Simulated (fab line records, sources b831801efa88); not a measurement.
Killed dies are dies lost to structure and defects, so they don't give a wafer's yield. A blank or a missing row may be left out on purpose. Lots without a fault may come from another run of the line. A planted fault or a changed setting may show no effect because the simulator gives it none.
fab line records | flow gf180mcu
record lots=5 wafers=15 last_day=34
route steps=602 shown PSD@255 NSD@262 SAB@264 SALICIDE@278 CONTACT@287
lots that met no fault: from a run of the same line without faults
start_h: hours from the record's first day to the start of the lot's first wafer shown | wait_h: hours since the lot's step before | " the same as in the row above | L1.1+2: a row that stands for several wafers | - no value, or no start given | * or withheld: withheld | < > ~ a bound
route shown NAME@n: a module of which the file shows steps, and the number in the route of the first | usual: mean/standard deviation of fault-free wafers | same: alike in all rows | chamber/n: place in a boat | sites: the reading at each site | _std_site: their standard deviation | _edge_site: outer sites' mean less inner sites' | radius_mm: how far each site lies from the wafer's centre | mask NAME#n: copy n | behind: the tool/chamber that last shaped the wafer | hold: why the lot was held/for how many hours/how that ended | device: the transistor (n, p or np) that didn't switch | end of line: the same wafers' tests at the end of the route | a step without rows: its recipe alone | killed: dies lost to structure and defects at the first sort, not the wafer's yield | map: a wafer's dies, x killed, . not, _ none there
set.NAME: the setting as run; set.NAME@STEP: as run at that earlier step | model.NAME: the simulator's own value behind a step, which no gauge read
lots at some steps of the route; a table a step, a row a wafer
services: from which hour (start_h, from the record's first day; less than 0 if before it) a tool's chamber was out of use, for how many hours, and why
## steps
# step GF_PSD_CD_MEAS_07
# recipe target_cd_nm=400
# usual cd_nm=399.9/1.9
# columns lot.wafer tool chamber start_h wait_h cd_nm
L081.4 cd_sem-02 - 379.20 0.1 403.5
L081.5 " - " " 402.6
L081.6 " - " " 403.1
L086.1 cd_sem-01 - 419.68 0.1 399.5
L086.2 " - " " 399.3
L086.6 " - " " 399.6
L090.3 cd_sem-02 - 456.12 0.1 399.9
L090.4 " - " " 398.2
L090.5 " - " " 396.7
L093.1 cd_sem-02 - 475.61 0.1 400.4
L093.2 " - " " 399.2
L093.4 " - " " 401.0
L097.1 cd_sem-02 - 503.56 0.1 400.0
L097.2 " - " " 399.8
L097.4 " - " " 399.0
# step GF_PSD_OVL_MEAS_08
# usual PSD_OVL=0.6/1.3
# columns lot.wafer tool chamber start_h wait_h PSD_OVL[nm]
L081.4 overlay-01 - 379.28 0.1 -0.4
L081.5 " - " " 0.0
L081.6 " - " " 1.1
L086.1 overlay-02 - 419.80 0.1 0.5
L086.2 " - " " 0.6
L086.6 " - " " 0.6
L090.3 overlay-01 - 456.21 0.1 2.8
L090.4 " - " " 0.8
L090.5 " - " " 2.1
L093.1 overlay-01 - 475.73 0.1 0.7
L093.2 " - " " 2.1
L093.4 " - " " 1.5
L097.1 overlay-02 - 503.68 0.1 -1.0
L097.2 " - " " 0.0
L097.4 " - " " -0.5
# step GF_PSD_IMPLANT_09
# recipe species=BF2 energy_kev=40 dose_cm2=1.5e+15 tilt_deg=7
# columns lot.wafer tool chamber start_h wait_h
L081.4+5+6 implanter-04 0 379.37 0.1
L086.1+2+6 implanter-04 0 419.84 0.0
L090.3+4+5 implanter-04 0 456.29 0.1
L093.1+2+4 implanter-03 0 475.77 0.0
L097.1+2+4 implanter-03 0 503.72 0.0
# step GF_PSD_STRIP_10
# recipe chemistry=O2/N2 power_w=1400 pressure_mtorr=1500 platen_temp_c=250 o2_flow_sccm=3000 n2_flow_sccm=300 overash_fraction=0.5
# usual drypump_motor_current_A=5.7/0.51 heater_power_w=307/18 o2_flow_sccm=3002/8.1 oes_product_au=0.591/0.005 strip_time_to_endpoint_s=16.53/0.043
# columns lot.wafer tool chamber start_h wait_h drypump_motor_current_A heater_power_w o2_flow_sccm oes_product_au rf_hours_counter_h strip_time_to_endpoint_s
L081.4 plasma_asher-02 1 379.48 0.1 5.7 313 3000 0.591 - 16.52
L081.5 " 1 " " 5.7 308 2998 0.592 - 16.47
L081.6 " 0 " " 5.5 300 3015 0.599 - 16.54
L086.1 plasma_asher-01 0 419.99 0.1 6.6 321 2997 0.591 64 16.54
L086.2 " 1 " " 5.2 337 3010 0.594 64 16.52
L086.6 " 1 " " 5.2 333 2999 0.586 - 16.53
L090.3 plasma_asher-01 1 456.42 0.1 5.2 327 2997 0.595 - 16.60
L090.4 " 0 " " 6.6 329 2987 0.592 - 16.61
L090.5 " 0 " " 6.6 322 2992 0.591 - 16.61
L093.1 plasma_asher-04 1 475.92 0.1 5.2 282 2991 0.588 80 16.56
L093.2 " 0 " " 5.8 287 3013 0.593 80 16.57
L093.4 " 1 " " 5.2 281 3003 0.593 - 16.49
L097.1 plasma_asher-04 0 503.87 0.1 5.9 282 3000 0.592 83 16.51
L097.2 " 1 " " 5.2 276 3001 0.586 83 16.46
L097.4 " 0 " " 5.9 279 3000 0.581 - 16.52
# step GF_PSD_TW_MEAS_11
# usual PSD_TW=3209/44
# columns lot.wafer tool chamber start_h wait_h PSD_TW
L081.4 film_metro-03 - 379.58 0.1 3245
L081.5 " - " " 3245
L081.6 " - " " 3256
L086.1 film_metro-01 - 420.09 0.1 3156
L086.2 " - " " 3146
L086.6 " - " " 3161
L090.3 film_metro-03 - 456.51 0.1 3250
L090.4 " - " " 3241
L090.5 " - " " 3249
L093.1 film_metro-03 - 476.02 0.1 3251
L093.2 " - " " 3252
L093.4 " - " " 3231
L097.1 film_metro-03 - 503.97 0.1 3268
L097.2 " - " " 3246
L097.4 " - " " 3231
# step GF_PSD_CLEAN_12
# recipe chemistry=SC1/SC2 mix=1:4:20 temp_c=70 time_s=150 dry=n2_spin
# usual bath_guard_temp_C=69.9/0.32
# columns lot.wafer tool chamber start_h wait_h bath_guard_temp_C
L081.4 wet_bench-03 0 379.61 0.0 70.1
L081.5 " 0 " " 70.2
L081.6 " 0 " " 70.2
L086.1 wet_bench-02 3 420.15 0.1 70.0
L086.2 " 3 " " 70.1
L086.6 " 3 " " 69.8
L090.3 wet_bench-02 1 456.55 0.0 70.0
L090.4 " 1 " " 70.6
L090.5 " 1 " " 70.6
L093.1 wet_bench-03 0 476.08 0.1 69.7
L093.2 " 0 " " 69.7
L093.4 " 0 " " 70.4
L097.1 wet_bench-04 3 504.03 0.1 69.9
L097.2 " 3 " " 70.0
L097.4 " 3 " " 70.2
# step GF_PSD_RTA_13
# recipe temp_c=1025 time_s=20 ambient=N2
# usual anneal_temp_c_max=1029.0/0.87 lamp_power_pct=35/3.7 wafer_temp_C_max=1028.5/0.75
# columns lot.wafer tool chamber start_h wait_h anneal_temp_c_max lamp_power_pct wafer_temp_C_max
L081.4 rtp_anneal-01 0 379.70 0.0 1029.9 33 1027.7
L081.5 " 0 " " 1028.5 33 1028.5
L081.6 " 0 " " 1029.9 33 1028.1
L086.1 rtp_anneal-01 0 420.20 0.0 1028.4 33 1027.5
L086.2 " 0 " " 1029.6 33 1029.5
L086.6 " 0 " " 1029.1 33 1027.0
L090.3 rtp_anneal-02 0 456.66 0.1 1028.3 40 1028.2
L090.4 " 0 " " 1027.4 40 1028.8
L090.5 " 0 " " 1028.5 40 1029.5
L093.1 rtp_anneal-01 0 476.13 0.0 1030.9 33 1028.8
L093.2 " 0 " " 1030.4 33 1027.8
L093.4 " 0 " " 1030.2 33 1028.0
L097.1 rtp_anneal-02 0 504.08 0.0 1028.1 40 1029.8
L097.2 " 0 " " 1029.0 40 1028.5
L097.4 " 0 " " 1029.1 40 1029.6
# step GF_PSD_RS_MEAS_14
# recipe thk_meas_gauge=four-point-probe
# usual NSD_RS=46.15/0.077
# columns lot.wafer tool chamber start_h wait_h NSD_RS[ohm/sq]
L081.4 film_metro-02 - 379.80 0.1 46.09
L081.5 " - " " 46.18
L081.6 " - " " 46.08
L086.1 film_metro-01 - 420.28 0.1 46.18
L086.2 " - " " 46.14
L086.6 " - " " 46.11
L090.3 film_metro-03 - 456.81 0.1 46.18
L090.4 " - " " 46.18
L090.5 " - " " 46.15
L093.1 film_metro-01 - 476.21 0.1 46.15
L093.2 " - " " 46.09
L093.4 " - " " 46.04
L097.1 film_metro-03 - 504.24 0.1 46.17
L097.2 " - " " 46.24
L097.4 " - " " 46.19
# step GF_PSD_RS_MEAS_15
# recipe thk_meas_gauge=four-point-probe
# usual PSD_RS=108.54/0.25
# columns lot.wafer tool chamber start_h wait_h PSD_RS[ohm/sq]
L081.4 film_metro-02 - 379.92 0.1 108.31
L081.5 " - " " 108.52
L081.6 " - " " 108.11
L086.1 film_metro-01 - 420.40 0.1 108.26
L086.2 " - " " 108.17
L086.6 " - " " 108.10
L090.3 film_metro-03 - 456.93 0.1 108.69
L090.4 " - " " 108.69
L090.5 " - " " 108.61
L093.1 film_metro-01 - 476.33 0.1 108.31
L093.2 " - " " 108.28
L093.4 " - " " 108.33
L097.1 film_metro-03 - 504.36 0.1 108.77
L097.2 " - " " 108.89
L097.4 " - " " 108.81
# step GF_SAB_CVD_00
# recipe material=SiO2 target_thk_nm=50 precursor=TEOS temp_c=400 time_s=4.9302 rf_w=600
# usual heater_power_w=672/91
# columns lot.wafer tool chamber start_h wait_h heater_power_w
L081.4 pecvd-01 2 379.99 0.0 683
L081.5 " 0 " " 720
L081.6 " 1 " " 531
L086.1 pecvd-03 1 420.52 0.1 725
L086.2 " 2 " " 804
L086.6 " 0 " " 755
L090.3 pecvd-01 1 457.01 0.1 626
L090.4 " 1 " " 636
L090.5 " 0 " " 680
L093.1 pecvd-01 0 476.45 0.1 705
L093.2 " 2 " " 688
L093.4 " 1 " " 624
L097.1 pecvd-01 1 504.48 0.1 659
L097.2 " 0 " " 700
L097.4 " 1 " " 523
# step GF_SAB_THK_MEAS_01
# recipe reads=SiO2_of_SAB_CVD_00
# usual SAB_CVD_00_THK=49.7/0.6
# columns lot.wafer tool chamber start_h wait_h SAB_CVD_00_THK[nm]
L081.4 film_metro-02 - 380.03 0.0 50.0
L081.5 " - " " 49.9
L081.6 " - " " 49.6
L086.1 film_metro-03 - 420.54 0.0 50.1
L086.2 " - " " 49.8
L086.6 " - " " 50.2
L090.3 film_metro-03 - 457.05 0.0 49.3
L090.4 " - " " 49.9
L090.5 " - " " 49.9
L093.1 film_metro-04 - 476.47 0.0 49.3
L093.2 " - " " 50.4
L093.4 " - " " 50.4
L097.1 film_metro-04 - 504.51 0.0 49.1
L097.2 " - " " 49.3
L097.4 " - " " 50.3
# step GF_SAB_DEHYDRATE_02
# recipe temp_c=200 time_s=60
# usual plate_temp_C=200.02/0.15
# columns lot.wafer tool chamber start_h wait_h plate_temp_C
L081.4 litho_track-01 0 390.94 10.9 200.01
L081.5 " 0 " " 200.06
L081.6 " 0 " " 200.21
L086.1 litho_track-04 0 432.39 11.8 200.03
L086.2 " 0 " " 199.87
L086.6 " 0 " " 199.92
L090.3 litho_track-04 0 468.24 11.2 200.08
L090.4 " 0 " " 199.99
L090.5 " 0 " " 200.11
L093.1 litho_track-01 0 488.26 11.8 200.16
L093.2 " 0 " " 200.28
L093.4 " 0 " " 200.34
L097.1 litho_track-04 0 515.69 11.2 200.10
L097.2 " 0 " " 199.96
L097.4 " 0 " " 200.05
# step GF_SAB_HMDS_03
# recipe prime_time_s=60 prime_temp_c=120
# usual prime_temp_c=120.00/0.15
# columns lot.wafer tool chamber start_h wait_h prime_temp_c
L081.4 litho_track-01 0 391.09 0.1 119.90
L081.5 " 0 " " 120.21
L081.6 " 0 " " 120.05
L086.1 litho_track-04 0 432.54 0.1 119.81
L086.2 " 0 " " 120.19
L086.6 " 0 " " 119.98
L090.3 litho_track-04 0 468.39 0.1 120.02
L090.4 " 0 " " 120.42
L090.5 " 0 " " 120.09
L093.1 litho_track-01 0 488.41 0.1 120.00
L093.2 " 0 " " 120.31
L093.4 " 0 " " 120.05
L097.1 litho_track-04 0 515.84 0.1 120.05
L097.2 " 0 " " 119.95
L097.4 " 0 " " 119.98
# step GF_SAB_COAT_04
# recipe resist=NOVOLAK spin_rpm=3000 resist_thk_nm=1000
# columns lot.wafer tool chamber start_h wait_h
L081.4+5+6 litho_track-01 0 391.24 0.1
L086.1+2+6 litho_track-04 0 432.69 0.1
L090.3+4+5 litho_track-04 0 468.54 0.1
L093.1+2+4 litho_track-01 0 488.56 0.1
L097.1+2+4 litho_track-04 0 515.99 0.1
# step GF_SAB_SOFTBAKE_05
# recipe temp_c=90 time_s=60 resist=NOVOLAK
# usual plate_temp_C=90.00/0.11
# columns lot.wafer tool chamber start_h wait_h plate_temp_C
L081.4 litho_track-01 0 391.39 0.1 89.86
L081.5 " 0 " " 89.90
L081.6 " 0 " " 90.09
L086.1 litho_track-04 0 432.84 0.1 90.05
L086.2 " 0 " " 89.87
L086.6 " 0 " " 90.22
L090.3 litho_track-04 0 468.69 0.1 89.96
L090.4 " 0 " " 89.93
L090.5 " 0 " " 89.96
L093.1 litho_track-01 0 488.71 0.1 90.12
L093.2 " 0 " " 90.00
L093.4 " 0 " " 89.95
L097.1 litho_track-04 0 516.14 0.1 90.10
L097.2 " 0 " " 90.02
L097.4 " 0 " " 90.00
# step GF_SAB_EXPOSE_06
# recipe mask_id=SAB target_cd_nm=420 na=0.6 source_shape=conventional sigma_outer=0.6 dose_mj=140
# usual reticle_temp_C=23.00/0.11
# columns lot.wafer tool chamber start_h wait_h mask reticle_temp_C
L081.4 iline_stepper-02 0 - - SAB#0 22.83
L081.5 " 0 " " SAB#0 23.08
L081.6 " 0 " " SAB#0 22.98
L086.1 iline_stepper-01 0 - - SAB#0 22.95
L086.2 " 0 " " SAB#0 23.01
L086.6 " 0 " " SAB#0 22.98
L090.3 iline_stepper-01 0 - - SAB#0 22.91
L090.4 " 0 " " SAB#0 22.88
L090.5 " 0 " " SAB#0 22.88
L093.1 iline_stepper-01 0 - - SAB#0 22.91
L093.2 " 0 " " SAB#0 22.92
L093.4 " 0 " " SAB#0 22.94
L097.1 iline_stepper-02 0 - - SAB#0 23.04
L097.2 " 0 " " SAB#0 23.04
L097.4 " 0 " " SAB#0 23.09
# step GF_SAB_PEB_07
# recipe temp_c=withheld time_s=* resist=NOVOLAK
# columns lot.wafer tool chamber start_h wait_h
L081.4+5+6 litho_track-04 0 - -
L086.1+2+6 litho_track-01 0 - -
L090.3+4+5 litho_track-04 0 - -
L093.1+2+4 litho_track-02 0 - -
L097.1+2+4 litho_track-01 0 - -
# step GF_SAB_DEVELOP_08
# recipe develop_time_s=60 dev_temp_c=23
# columns lot.wafer tool chamber start_h wait_h
L081.4+5+6 litho_track-04 0 403.02 0.1
L086.1+2+6 litho_track-01 0 444.91 0.1
L090.3+4+5 litho_track-04 0 480.64 0.1
L093.1+2+4 litho_track-02 0 500.43 0.1
L097.1+2+4 litho_track-01 0 527.31 0.1
# step GF_SAB_CD_MEAS_09
# recipe target_cd_nm=420
# usual cd_nm=419.8/2
# columns lot.wafer tool chamber start_h wait_h cd_nm
L081.4 cd_sem-02 - 403.15 0.1 419.9
L081.5 " - " " 418.5
L081.6 " - " " 417.8
L086.1 cd_sem-02 - 445.06 0.1 421.5
L086.2 " - " " 421.2
L086.6 " - " " 421.4
L090.3 cd_sem-01 - 480.78 0.1 415.0
L090.4 " - " " 418.5
L090.5 " - " " 418.4
L093.1 cd_sem-02 - 500.58 0.1 423.5
L093.2 " - " " 425.0
L093.4 " - " " 421.0
L097.1 cd_sem-02 - 527.46 0.1 417.9
L097.2 " - " " 418.7
L097.4 " - " " 419.0
# step GF_SAB_OVL_MEAS_10
# usual SAB_OVL=-0.7/1.2
# columns lot.wafer tool chamber start_h wait_h SAB_OVL[nm]
L081.4 overlay-02 - 403.23 0.1 -1.0
L081.5 " - " " -1.0
L081.6 " - " " -2.0
L086.1 overlay-02 - 445.18 0.1 -2.7
L086.2 " - " " -1.6
L086.6 " - " " -1.4
L090.3 overlay-01 - 480.87 0.1 0.0
L090.4 " - " " -1.5
L090.5 " - " " 1.4
L093.1 overlay-01 - 500.70 0.1 1.9
L093.2 " - " " 0.1
L093.4 " - " " -0.6
L097.1 overlay-01 - 527.58 0.1 -1.6
L097.2 " - " " -2.4
L097.4 " - " " -1.9
# step GF_SAB_ETCH_11
# recipe chemistry=C4F8/O2/Ar mask_material=NOVOLAK target=SiO2 target_depth_nm=55 source_w=1500 bias_w=1200 pressure_mtorr=40 c4f8_flow_sccm=withheld O2_flow_sccm=6 Ar_flow_sccm=300 time_s=8.5
# usual oes_product_au=0.999/0.0073
# columns lot.wafer tool chamber start_h wait_h oes_product_au rf_hours_counter_h
L081.4 rie_diel-01 2 403.25 0.0 0.990 7
L081.5 " 2 " " 0.993 -
L081.6 " 3 " " 1.003 -
L086.1 rie_diel-01 2 445.22 0.0 0.988 8
L086.2 " 3 " " 0.996 19
L086.6 " 1 " " 0.998 -
L090.3 rie_diel-04 3 480.90 0.0 0.998 11
L090.4 " 1 " " 0.998 14
L090.5 " 2 " " 1.005 -
L093.1 rie_diel-04 2 500.74 0.0 1.001 17
L093.2 " 0 " " 0.988 6
L093.4 " 3 " " 1.001 11
L097.1 rie_diel-04 2 527.62 0.0 0.999 17
L097.2 " 0 " " 0.991 6
L097.4 " 3 " " 0.993 12
# step GF_SAB_WET_ETCH_12
# recipe chemistry=dHF target_depth_nm=22 dry=n2_spin target=SiO2 temp_c=25 dilution=100:1 time_s=440
# columns lot.wafer tool chamber start_h wait_h
L081.4+5+6 wet_bench-01 2 403.27 0.0
L086.1+2+6 wet_bench-01 1 445.24 0.0
L090.3+4+5 wet_bench-03 1 480.92 0.0
L093.1+2+4 wet_bench-03 2 500.76 0.0
L097.1+2+4 wet_bench-01 2 527.64 0.0
# step GF_SAB_STRIP_13
# recipe chemistry=O2/N2 power_w=1400 pressure_mtorr=1500 platen_temp_c=250 o2_flow_sccm=3000 n2_flow_sccm=300 overash_fraction=0.5
# usual drypump_motor_current_A=5.7/0.5 heater_power_w=325/36 o2_flow_sccm=2999/9.8 oes_product_au=0.710/0.0045 strip_time_to_endpoint_s=12.60/0.032
# columns lot.wafer tool chamber start_h wait_h drypump_motor_current_A heater_power_w o2_flow_sccm oes_product_au rf_hours_counter_h strip_time_to_endpoint_s
L081.4 plasma_asher-04 1 403.43 0.0 5.1 290 3003 0.709 - 12.60
L081.5 " 1 " " 5.2 282 3005 0.704 - 12.62
L081.6 " 0 " " 5.9 284 3008 0.701 - 12.63
L086.1 plasma_asher-04 1 445.37 0.0 5.2 272 3007 0.712 77 12.59
L086.2 " 0 " " 5.9 284 3002 0.713 77 12.63
L086.6 " 1 " " 5.2 284 3000 0.712 - 12.61
L090.3 plasma_asher-03 0 481.08 0.0 5.7 343 2988 0.709 - 12.55
L090.4 " 1 " " 6.0 383 2980 0.709 - 12.56
L090.5 " 0 " " 5.6 336 2993 0.709 - 12.57
L093.1 plasma_asher-01 1 500.89 0.0 5.2 324 2996 0.708 73 12.55
L093.2 " 0 " " 6.6 323 3009 0.716 73 12.59
L093.4 " 1 " " 5.1 323 3007 0.714 - 12.56
L097.1 plasma_asher-04 1 527.77 0.0 5.2 280 3016 0.711 85 12.55
L097.2 " 0 " " 5.8 287 3007 0.707 85 12.61
L097.4 " 0 " " 5.9 284 2999 0.707 - 12.58
# step GF_SALICIDE_CLEAN_00
# recipe chemistry=SC1/SC2 mix=1:4:20 temp_c=70 time_s=150
# usual bath_guard_temp_C=69.95/0.28
# columns lot.wafer tool chamber start_h wait_h bath_guard_temp_C
L081.4 wet_bench-04 1 403.50 0.0 70.27
L081.5 " 1 " " 69.81
L081.6 " 1 " " 70.14
L086.1 wet_bench-04 1 445.47 0.1 70.04
L086.2 " 1 " " 69.99
L086.6 " 1 " " 69.96
L090.3 wet_bench-04 1 481.15 0.0 70.00
L090.4 " 1 " " 70.00
L090.5 " 1 " " 69.79
L093.1 wet_bench-01 2 500.99 0.1 70.28
L093.2 " 2 " " 69.99
L093.4 " 2 " " 70.05
L097.1 wet_bench-04 2 527.87 0.1 69.26
L097.2 " 2 " " 70.00
L097.4 " 2 " " 69.85
# step GF_SALICIDE_WET_ETCH_01
# recipe chemistry=dHF target_depth_nm=5 dry=ipa_marangoni target=SiO2 temp_c=25 dilution=100:1 time_s=100
# columns lot.wafer tool chamber start_h wait_h
L081.4+5+6 wet_bench-03 0 403.55 0.0
L086.1+2+6 wet_bench-01 0 445.52 0.0
L090.3+4+5 wet_bench-01 1 481.20 0.0
L093.1+2+4 wet_bench-03 1 501.05 0.0
L097.1+2+4 wet_bench-01 2 527.92 0.0
# step GF_SALICIDE_SPUTTER_02
# recipe material=Co target_thk_nm=10 power_w=1000 time_s=20 chamber_pressure_pa=0.4
# usual throttle_valve_pct=29.3/0.88
# columns lot.wafer tool chamber start_h wait_h throttle_valve_pct
L081.4 pvd_sputter-03 - 403.59 0.0 28.3
L081.5 " - " " 28.2
L081.6 " - " " 30.0
L086.1 pvd_sputter-03 - 445.56 0.0 30.2
L086.2 " - " " 28.1
L086.6 " - " " 29.8
L090.3 pvd_sputter-03 - 481.24 0.0 30.1
L090.4 " - " " 28.0
L090.5 " - " " 30.0
L093.1 pvd_sputter-04 - 501.08 0.0 31.5
L093.2 " - " " 29.6
L093.4 " - " " 28.3
L097.1 pvd_sputter-02 - 527.96 0.0 29.2
L097.2 " - " " 28.8
L097.4 " - " " 28.9
# step GF_SALICIDE_SPUTTER_03
# recipe material=TiN target_thk_nm=20 power_w=6500 time_s=16.7 chamber_pressure_pa=0.4
# usual throttle_valve_pct=29.3/0.89
# columns lot.wafer tool chamber start_h wait_h throttle_valve_pct
L081.4 pvd_sputter-03 - 403.61 0.0 27.8
L081.5 " - " " 27.9
L081.6 " - " " 30.0
L086.1 pvd_sputter-03 - 445.59 0.0 30.1
L086.2 " - " " 27.7
L086.6 " - " " 30.0
L090.3 pvd_sputter-03 - 481.27 0.0 30.0
L090.4 " - " " 28.1
L090.5 " - " " 29.8
L093.1 pvd_sputter-04 - 501.11 0.0 31.5
L093.2 " - " " 29.4
L093.4 " - " " 28.4
L097.1 pvd_sputter-02 - 527.99 0.0 29.0
L097.2 " - " " 28.8
L097.4 " - " " 28.6
# step GF_SALICIDE_RS_MEAS_04
# recipe thk_meas_gauge=four-point-probe reads=TiN_of_SALICIDE_SPUTTER_03+Co_of_SALICIDE_SPUTTER_02
# usual SALICIDE_TIN_RS=16.54/0.28
# columns lot.wafer tool chamber start_h wait_h SALICIDE_TIN_RS[ohm/sq]
L081.4 film_metro-01 - 403.70 0.1 16.62
L081.5 " - " " 16.27
L081.6 " - " " 16.33
L086.1 film_metro-03 - 445.61 0.0 16.73
L086.2 " - " " 16.84
L086.6 " - " " 16.70
L090.3 film_metro-03 - 481.33 0.1 16.14
L090.4 " - " " 16.62
L090.5 " - " " 16.10
L093.1 film_metro-04 - 501.14 0.0 16.52
L093.2 " - " " 16.38
L093.4 " - " " 16.17
L097.1 film_metro-04 - 528.01 0.0 16.21
L097.2 " - " " 16.10
L097.4 " - " " 16.51
# step GF_SALICIDE_THK_MEAS_05
# recipe thk_meas_gauge=xrf reads=TiN_of_SALICIDE_SPUTTER_03
# usual SALICIDE_TIN_THK=19.90/0.24
# columns lot.wafer tool chamber start_h wait_h SALICIDE_TIN_THK[nm]
L081.4 film_metro-01 - 403.79 0.1 19.81
L081.5 " - " " 19.81
L081.6 " - " " 19.41
L086.1 film_metro-03 - 445.73 0.1 19.59
L086.2 " - " " 19.72
L086.6 " - " " 19.73
L090.3 film_metro-03 - 481.43 0.1 20.06
L090.4 " - " " 19.81
L090.5 " - " " 20.11
L093.1 film_metro-04 - 501.26 0.1 19.90
L093.2 " - " " 19.91
L093.4 " - " " 19.82
L097.1 film_metro-04 - 528.13 0.1 19.60
L097.2 " - " " 19.65
L097.4 " - " " 19.73
# step GF_SALICIDE_RTA_06
# recipe temp_c=530 time_s=30 ambient=N2
# usual anneal_temp_c_max=532.0/0.43 lamp_power_pct=6.6/0.69 wafer_temp_C_max=531.9/0.44
# columns lot.wafer tool chamber start_h wait_h anneal_temp_c_max lamp_power_pct wafer_temp_C_max
L081.4 rtp_anneal-01 0 403.87 0.1 532.2 5.9 530.9
L081.5 " 0 " " 531.5 5.9 531.6
L081.6 " 0 " " 532.0 5.9 532.1
L086.1 rtp_anneal-01 0 445.79 0.1 532.6 5.9 531.1
L086.2 " 0 " " 531.9 5.9 531.6
L086.6 " 0 " " 532.0 5.9 532.0
L090.3 rtp_anneal-01 0 481.51 0.1 532.0 5.9 532.2
L090.4 " 0 " " 532.5 5.9 531.8
L090.5 " 0 " " 532.1 5.9 531.8
L093.1 rtp_anneal-01 0 501.32 0.1 533.1 5.9 532.2
L093.2 " 0 " " 531.3 5.9 531.2
L093.4 " 0 " " 532.1 5.9 531.6
L097.1 rtp_anneal-02 0 528.19 0.1 531.6 7.3 531.7
L097.2 " 0 " " 531.8 7.3 532.1
L097.4 " 0 " " 531.9 7.3 532.5
# step GF_SALICIDE_WET_ETCH_07
# recipe chemistry=SPM target_depth_nm=120 dry=n2_spin
# columns lot.wafer tool chamber start_h wait_h
L081.4+5+6 wet_bench-04 0 403.92 0.0
L086.1+2+6 wet_bench-01 3 445.89 0.1
L090.3+4+5 wet_bench-03 0 481.57 0.1
L093.1+2+4 wet_bench-04 1 501.42 0.1
L097.1+2+4 wet_bench-04 2 528.29 0.1
# step GF_SALICIDE_RTA_08
# recipe temp_c=800 time_s=30 ambient=N2
# usual anneal_temp_c_max=803.0/0.57 lamp_power_pct=18.4/1.9 wafer_temp_C_max=802.9/0.58
# columns lot.wafer tool chamber start_h wait_h anneal_temp_c_max lamp_power_pct wafer_temp_C_max
L081.4 rtp_anneal-02 0 404.06 0.1 802.0 20.3 803.7
L081.5 " 0 " " 802.5 20.3 802.3
L081.6 " 0 " " 802.9 20.3 802.6
L086.1 rtp_anneal-01 0 445.98 0.0 803.3 16.4 803.1
L086.2 " 0 " " 803.0 16.4 803.1
L086.6 " 0 " " 803.7 16.4 802.4
L090.3 rtp_anneal-02 0 481.73 0.1 803.7 20.3 802.9
L090.4 " 0 " " 802.4 20.3 803.5
L090.5 " 0 " " 802.5 20.3 803.1
L093.1 rtp_anneal-02 0 501.51 0.0 802.9 20.3 803.2
L093.2 " 0 " " 803.0 20.3 803.4
L093.4 " 0 " " 803.2 20.3 802.3
L097.1 rtp_anneal-01 0 528.39 0.0 802.4 16.5 802.1
L097.2 " 0 " " 804.6 16.4 802.4
L097.4 " 0 " " 803.4 16.4 803.1
# step GF_CONTACT_CVD_00
# recipe material=SiO2 target_thk_nm=300 sigma_open_frac=0.3 temp_c=400 time_s=50 sih4_flow_sccm=60 pressure_mtorr=6
# usual pressure_mtorr=6.000/0.011
# columns lot.wafer tool chamber start_h wait_h pressure_mtorr
L081.4 hdpcvd-01 1 404.13 0.1 6.005
L081.5 " 2 " " 6.001
L081.6 " 0 " " 6.015
L086.1 hdpcvd-01 1 446.08 0.1 5.993
L086.2 " 2 " " 5.998
L086.6 " 1 " " 6.023
L090.3 hdpcvd-02 1 481.86 0.1 6.000
L090.4 " 1 " " 5.999
L090.5 " 0 " " 5.982
L093.1 hdpcvd-02 2 501.71 0.2 6.002
L093.2 " 1 " " 5.993
L093.4 " 1 " " 6.001
L097.1 hdpcvd-02 1 528.49 0.1 5.988
L097.2 " 0 " " 5.981
L097.4 " 2 " " 6.011
# step GF_CONTACT_THK_MEAS_01
# recipe reads=SiO2_of_CONTACT_CVD_00
# usual CONTACT_CVD_00_THK=301.1/2.8
# columns lot.wafer tool chamber start_h wait_h CONTACT_CVD_00_THK[nm]
L081.4 film_metro-02 - 404.19 0.0 301.0
L081.5 " - " " 301.8
L081.6 " - " " 301.5
L086.1 film_metro-04 - 446.13 0.0 299.3
L086.2 " - " " 301.4
L086.6 " - " " 300.5
L090.3 film_metro-04 - 481.93 0.0 301.7
L090.4 " - " " 299.7
L090.5 " - " " 296.9
L093.1 film_metro-02 - 501.75 0.0 307.4
L093.2 " - " " 301.8
L093.4 " - " " 304.4
L097.1 film_metro-01 - 528.54 0.0 303.0
L097.2 " - " " 306.3
L097.4 " - " " 305.1
# step GF_CONTACT_CVD_02
# recipe material=SiO2 target_thk_nm=860 precursor=TEOS temp_c=400 time_s=95.992 rf_w=600
# usual heater_power_w=705/76
# columns lot.wafer tool chamber start_h wait_h heater_power_w
L081.4 pecvd-01 2 404.25 0.1 670
L081.5 " 1 " " 604
L081.6 " 0 " " 766
L086.1 pecvd-01 0 446.19 0.1 683
L086.2 " 2 " " 614
L086.6 " 2 " " 656
L090.3 pecvd-02 0 481.97 0.0 663
L090.4 " 1 " " 658
L090.5 " 2 " " 741
L093.1 pecvd-02 2 501.81 0.1 615
L093.2 " 1 " " 809
L093.4 " 1 " " 635
L097.1 pecvd-02 2 528.60 0.1 625
L097.2 " 1 " " 748
L097.4 " 1 " " 804
# step GF_CONTACT_THK_MEAS_03
# recipe reads=SiO2_of_CONTACT_CVD_02
# usual CONTACT_CVD_02_THK=858/11
# columns lot.wafer tool chamber start_h wait_h CONTACT_CVD_02_THK[nm]
L081.4 film_metro-02 - 404.32 0.0 860
L081.5 " - " " 863
L081.6 " - " " 852
L086.1 film_metro-02 - 446.26 0.0 861
L086.2 " - " " 863
L086.6 " - " " 866
L090.3 film_metro-01 - 482.06 0.1 852
L090.4 " - " " 859
L090.5 " - " " 862
L093.1 film_metro-04 - 501.88 0.0 850
L093.2 " - " " 844
L093.4 " - " " 865
L097.1 film_metro-04 - 528.67 0.0 852
L097.2 " - " " 851
L097.4 " - " " 872
## services
# columns tool chamber start_h hours kind
pvd_sputter-03 - 355.78 16.3 repair
pecvd-01 - 356.63 0.9 repair
pecvd-02 0 362.61 6.1 repair
implanter-04 - 369.97 0.8 repair
pecvd-01 - 370.66 0.9 repair
implanter-03 - 376.56 5.9 pm
plasma_asher-04 - 405.06 3.4 repair
pvd_sputter-03 - 409.18 7.5 repair
pecvd-01 - 410.48 4.3 pm
pecvd-01 2 414.98 5.0 repair
pvd_sputter-03 - 417.51 1.7 repair
rie_diel-04 0 424.07 3.3 repair
iline_stepper-01 - 427.63 4.4 pm
plasma_asher-04 - 428.34 0.7 repair
rie_diel-04 0 435.66 1.3 repair
implanter-04 - 441.15 7.0 repair
pecvd-02 0 455.68 2.0 repair
implanter-04 - 476.31 8.9 pm
iline_stepper-01 - 487.05 1.7 pm
rie_diel-04 3 491.96 4.6 repair
pecvd-01 2 493.21 26.9 repair
hdpcvd-02 - 507.57 1.0 repair
pecvd-02 1 507.57 4.5 repair
rtp_anneal-01 - 509.89 0.6 pm
## key
fault none
